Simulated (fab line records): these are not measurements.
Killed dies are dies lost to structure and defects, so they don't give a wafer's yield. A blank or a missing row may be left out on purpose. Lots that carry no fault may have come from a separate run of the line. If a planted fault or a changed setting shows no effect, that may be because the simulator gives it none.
Code-filled problem report in 8D (eight disciplines) form -- flow sky130 -- the parts of the form that need people (team, actions taken, sign-off) are left out

1. WHAT WENT WRONG
VIA2_HDPCVD_THK at SKY_VIA2_THK_MEAS_01 reads a mean of 926 nm on 6 wafers of 2 lots; wafers without a fault read 1171 nm with a standard deviation of 11. That puts it -22 standard deviations away from the usual mean.
First seen on wafer L176.2, day 37 21:17, on filmMetro-04. Wafers with a number at this step in the record: 33, from 11 lots. Rule for "out", or "out of limits": more than 4 standard deviations from the usual mean. The rest of the wafers with a number are treated as sound.

2. WHAT IT IS AND WHAT IT IS NOT
question,is,is not
which readings at this step,VIA2_HDPCVD_THK,-
which lots,"L176, L177","L167, L168, L169, L171, L172, L183, L188, L189, L190"
which wafers of those lots,all that have a number,-
read on which gauges,filmMetro-04,"filmMetro-02, filmMetro-03"
when,from day 37 21:17,"up to then (15 sound wafers); but 12 sound wafers of L183, L188, L189, L190 came after"

3. SUSPECTS, AND WHAT RULES EACH OUT
Counting: a tool at any process step up to the reading remains a suspect when it ran all the lots that are out and ran no sound lot after the first of those.
- the gauge at SKY_VIA2_THK_MEAS_01 has been ruled out. All the wafers that are out were read on filmMetro-04, but those of them that SKY_VIA2_HDPCVD_00 has rows for are out there too, on other tools.
- pvdSputter-02 at SKY_METAL2_SPUTTER_01 (material TiN, target thk 20 nm, time 16.7 s): kept. Every lot that is out went through it, starting with L176 (day 36 17:47), and after that it ran no sound lot; the last sound lot it ran before then is L169 (day 34 03:04).
- hdpcvd-02 at SKY_VIA2_HDPCVD_00 (deposits SiO2, target thk 1180 nm, time 196.7 s): ruled out as a lasting fault. Following L176 (day 37 21:08), the first lot on it that is out, the sound lots L189, L190 were run on it.
Remaining after the count: pvdSputter-02 at SKY_METAL2_SPUTTER_01.

4. THE CAUSE (what the simulator had put in)
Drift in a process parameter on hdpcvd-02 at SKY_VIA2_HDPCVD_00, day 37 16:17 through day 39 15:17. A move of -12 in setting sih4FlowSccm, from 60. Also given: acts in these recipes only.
It was ruled out by counting, in error; the rule expects a fault to strike all lots run on its tool from its start on, and this fault did not.

5. THE CHAIN OF EFFECTS, in route order
One row per reading whose mean, taken over the struck wafers that have a number, lies over 3 standard deviations from the usual. Readings are gone through only where the record gives a usual standard deviation; hours: the median, over the lots, of the time from a lot's start at the first step in this table giving one to that lot's start at this step; sigmas: the change measured in usual standard deviations.
hours,step,reading,usual,on struck wafers,change,sigmas
0,SKY_VIA2_HDPCVD_00,sih4FlowSccm,59.97 sccm,47.98,-11.99,-75
0,SKY_VIA2_THK_MEAS_01,VIA2_HDPCVD_THK,1171 nm,926,-244,-22
Process steps it contains:
- SKY_VIA2_HDPCVD_00: deposits SiO2, target thk 1180 nm, time 196.7 s.

6. HOW IT WOULD HAVE BEEN CAUGHT EARLIER
The first out-of-limits reading at a measuring or inspecting step in this record came at day 37 21:17, 5 hours after the fault's start at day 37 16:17.
Tool's own readings at SKY_VIA2_HDPCVD_00, sih4FlowSccm: out on all struck wafers the step has rows for; an alarm limit on them would have tripped on the first.
